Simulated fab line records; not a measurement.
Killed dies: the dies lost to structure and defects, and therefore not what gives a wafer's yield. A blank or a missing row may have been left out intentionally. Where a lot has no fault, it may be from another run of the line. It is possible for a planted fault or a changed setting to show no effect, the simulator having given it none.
Problem report, 8D (eight disciplines) form, completed by code    flow sfq line    the parts of the form that need people (team, actions taken, sign-off) are left out

== 1. WHAT WENT WRONG ==
A mean of 577.6 W is read at SFQ_TRILAYER_I4_VIA_BARC_OPEN_VIA_ETCH_146 for rf fwd power W, taken on 1 wafer of 1 lot, against 495.5 W (standard deviation 2.4) on wafers free of any fault. That is +34 standard deviations from the usual mean.
The step: etches BARC in O2, target depth 125 nm, time 41.7 s.
First observed at day 57 08:56: wafer L544.3, on rie diel-03. The record holds 15 wafers of 5 lots with a number at this step. By rule, "out" or "out of limits" means more than 4 standard deviations away from the usual mean. The rest of the wafers with a number are treated as sound.

== 2. WHAT IT IS, AND WHAT IT ISN'T ==
question                     is                 is not
which readings at this step  rf fwd power W     drypump motor current A, oes product au
which lots                   L544               L542, L549, L553, L558
which wafers of those lots   L544.3             L544.4, L544.5
read on which tools          rie diel-03        rie diel-02
when                         from day 57 08:56  up to then (5 sound wafers); but 9 sound wafers of L549, L553, L558 came after

== 3. WHAT RULES OUT EACH SUSPECT ==
Counting: a tool at a process step up to the reading stays a suspect if it ran every lot that is out. Sound lots after the first of them don't rule it out here, since some wafers of a struck lot are sound.
- pecvd-02 at SFQ_TRILAYER_I4_DEP_PECVD_099 (deposits SiO2 from SiH4/N2O, time 111.11 s, target thk 500 nm): kept. It ran the lot that is out, L544 (day 52 19:41).
- cmp-01 at SFQ_TRILAYER_I4_CMP_CMP_100 (polishes SiO2): kept. L544, the lot that is out, went through it at day 52 21:54; up to then, the latest sound lot through it was L542 at day 52 05:21.
- film metro-03 at SFQ_TRILAYER_I4_METRO_MEASURE_101: kept. It ran the lot that is out, L544 (day 53 00:55).
- rie diel-03 at SFQ_TRILAYER_I4_VIA_BARC_OPEN_VIA_ETCH_146 (etches BARC in O2, target depth 125 nm, time 41.7 s): kept. It ran the lot that is out, L544 (day 57 08:56). Its own rf fwd power W readings are out on those wafers.
- At SFQ_TRILAYER_I4_VIA_BARC_OPEN_VIA_ETCH_146, inside rie diel-03: chamber 0 took the wafers that are out, while their sound lot-mates went through chambers 1, 2.
Left after counting: pecvd-02 at SFQ_TRILAYER_I4_DEP_PECVD_099, cmp-01 at SFQ_TRILAYER_I4_CMP_CMP_100, film metro-03 at SFQ_TRILAYER_I4_METRO_MEASURE_101, rie diel-03 at SFQ_TRILAYER_I4_VIA_BARC_OPEN_VIA_ETCH_146.

== 4. THE CAUSE (what the simulator had put in) ==
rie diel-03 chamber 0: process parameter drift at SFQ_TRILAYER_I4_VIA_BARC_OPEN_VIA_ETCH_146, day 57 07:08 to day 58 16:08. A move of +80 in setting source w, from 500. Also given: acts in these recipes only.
Counting leaves 4 suspects; this tool is one of them.

== 5. THE CHAIN OF EFFECTS, in route order ==
Rows list readings where the struck wafers' mean (over those with a number) sits beyond 3 standard deviations from the usual. Scope: only readings with a usual standard deviation given in the record; hours: median across lots of the time from each lot's start at the first step in this table that gives one to its start at this step; sigmas: change in usual standard deviations.
hours  step                                        reading         usual    on struck wafers  change  sigmas
0      SFQ_TRILAYER_I4_VIA_BARC_OPEN_VIA_ETCH_146  rf fwd power W  495.5 W  577.6             +82.1   +34
It contains these process steps:
- SFQ_TRILAYER_I4_VIA_BARC_OPEN_VIA_ETCH_146: etches BARC in O2, target depth 125 nm, time 41.7 s.

== 6. WHAT WOULD HAVE CAUGHT IT SOONER ==
First out-of-limits reading in this record: day 57 08:56, which is 2 hours after fault onset at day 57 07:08.
